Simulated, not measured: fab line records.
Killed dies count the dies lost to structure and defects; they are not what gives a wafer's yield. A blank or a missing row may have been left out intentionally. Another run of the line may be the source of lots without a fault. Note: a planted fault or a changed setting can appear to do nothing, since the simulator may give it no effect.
Which tool did it? || flow gf180mcu || 33 wafers from 11 lots sampled at 4 of the route's 602 steps

== WHAT EACH GAUGE READ, for each wafer ==
GF_V2_RS_MEAS_24: a four-point-probe measurement.
{"lot": "L272", "measured": "day 21 00:32", "on": "film-metro-02", "V2_W_RS (ohm/sq)": "0.332 0.334 0.333"}
{"lot": "L273", "measured": "day 21 14:32", "on": "film-metro-02", "V2_W_RS (ohm/sq)": "0.330 0.330 0.330"}
{"lot": "L275", "measured": "day 22 05:58", "on": "film-metro-02", "V2_W_RS (ohm/sq)": "0.328 0.333 0.332"}
{"lot": "L277", "measured": "day 23 07:26", "on": "film-metro-01", "V2_W_RS (ohm/sq)": "0.333 0.311 0.310"}
{"lot": "L278", "measured": "day 23 11:40", "on": "film-metro-01", "V2_W_RS (ohm/sq)": "0.332 0.308 0.334"}
{"lot": "L283", "measured": "day 25 01:51", "on": "film-metro-02", "V2_W_RS (ohm/sq)": "0.331 0.331 0.331"}
{"lot": "L285", "measured": "day 25 22:10", "on": "film-metro-04", "V2_W_RS (ohm/sq)": "0.326 0.330 0.330"}
{"lot": "L287", "measured": "day 26 20:30", "on": "film-metro-02", "V2_W_RS (ohm/sq)": "0.333 0.331 0.333"}
{"lot": "L291", "measured": "day 27 22:56", "on": "film-metro-04", "V2_W_RS (ohm/sq)": "0.329 0.324 0.333"}
{"lot": "L293", "measured": "day 28 05:35", "on": "film-metro-04", "V2_W_RS (ohm/sq)": "0.332 0.329 0.330"}
{"lot": "L294", "measured": "day 28 17:20", "on": "film-metro-04", "V2_W_RS (ohm/sq)": "0.333 0.332 0.331"}

== EACH LOT AND THE TOOL THAT RAN IT (in order: tool; ch and the chambers of the sampled wafers; start) ==
{"lot": "L272", "GF_V1_ETCH_17": "rie-diel-04 ch 0,1,2, day 19 22:09 or earlier", "GF_M2_STRIP_17": "plasma-asher-02 ch 1, day 19 22:09", "GF_V2_CVD_23": "cvd-w-01 ch 0,1, day 21 00:24"}
{"lot": "L273", "GF_V1_ETCH_17": "rie-diel-03 ch 0,1,3, day 20 12:10 or earlier", "GF_M2_STRIP_17": "plasma-asher-01 ch 0,1, day 20 12:10", "GF_V2_CVD_23": "cvd-w-02 ch 0,1, day 21 14:26"}
{"lot": "L275", "GF_V1_ETCH_17": "rie-diel-04 ch 1,2, day 21 04:00 or earlier", "GF_M2_STRIP_17": "plasma-asher-03 ch 0,1, day 21 04:00", "GF_V2_CVD_23": "cvd-w-02 ch 0,1, day 22 05:50"}
{"lot": "L277", "GF_V1_ETCH_17": "rie-diel-04 ch 0,1, day 22 06:09 or earlier", "GF_M2_STRIP_17": "plasma-asher-01 ch 0,1, day 22 06:09", "GF_V2_CVD_23": "cvd-w-02 ch 0,1, day 23 07:20"}
{"lot": "L278", "GF_V1_ETCH_17": "rie-diel-03 ch 0,1,2, day 22 10:31 or earlier", "GF_M2_STRIP_17": "plasma-asher-01 ch 0,1, day 22 10:31", "GF_V2_CVD_23": "cvd-w-02 ch 0,1, day 23 11:34"}
{"lot": "L283", "GF_V1_ETCH_17": "rie-diel-04 ch 2,3, day 24 00:52 or earlier", "GF_M2_STRIP_17": "plasma-asher-03 ch 0,1, day 24 00:52", "GF_V2_CVD_23": "cvd-w-01 ch 1, day 25 01:43"}
{"lot": "L285", "GF_V1_ETCH_17": "rie-diel-04 ch 0,1,2, day 24 20:44 or earlier", "GF_M2_STRIP_17": "plasma-asher-03 ch 0,1, day 24 20:44", "GF_V2_CVD_23": "cvd-w-01 ch 0,1, day 25 22:04"}
{"lot": "L287", "GF_V1_ETCH_17": "rie-diel-03 ch 0,1,2, day 25 21:14 or earlier", "GF_M2_STRIP_17": "plasma-asher-03 ch 0,1, day 25 21:14", "GF_V2_CVD_23": "cvd-w-02 ch 0,1, day 26 20:22"}
{"lot": "L291", "GF_V1_ETCH_17": "rie-diel-03 ch 1,2, day 27 00:11 or earlier", "GF_M2_STRIP_17": "plasma-asher-03 ch 0,1, day 27 00:11", "GF_V2_CVD_23": "cvd-w-02 ch 0,1, day 27 22:48"}
{"lot": "L293", "GF_V1_ETCH_17": "rie-diel-04 ch 0,3, day 27 06:50 or earlier", "GF_M2_STRIP_17": "plasma-asher-01 ch 0,1, day 27 06:50", "GF_V2_CVD_23": "cvd-w-02 ch 0,1, day 28 05:28"}
{"lot": "L294", "GF_V1_ETCH_17": "rie-diel-01 ch 1,2,3, day 27 19:26 or earlier", "GF_M2_STRIP_17": "plasma-asher-02 ch 0,1, day 27 19:26", "GF_V2_CVD_23": "cvd-w-01 ch 0,1, day 28 17:14"}
- GF_V1_ETCH_17: etches SiO2 in C4F8/O2/Ar, stops on TiN, target depth 630 nm.
- GF_M2_STRIP_17: strips in O2/N2.
- GF_V2_CVD_23: deposits W, target thk 350 nm, time 104.94 s.

== THE ANSWER, worked out from the rows above alone ==
Rule: usual is defined by the lots themselves. The widest of any qualifying gaps counts: lots, ordered by their means at a reading, are off when they make up no more than a third of the lots, leave a main group of 4 or more, and stand apart from it by 3 or more times the standard deviation of that group's means. The tables above print the reading to a certain number of digits; a main group whose means all agree to those digits is not used. A lot without any number at a reading at which 4 lots or more have one is off too. Any other lot the step has rows for is counted as sound.
None of the lots is off at any reading shown; this tells nothing.

== WHAT THE SIMULATOR HAD INSERTED ==
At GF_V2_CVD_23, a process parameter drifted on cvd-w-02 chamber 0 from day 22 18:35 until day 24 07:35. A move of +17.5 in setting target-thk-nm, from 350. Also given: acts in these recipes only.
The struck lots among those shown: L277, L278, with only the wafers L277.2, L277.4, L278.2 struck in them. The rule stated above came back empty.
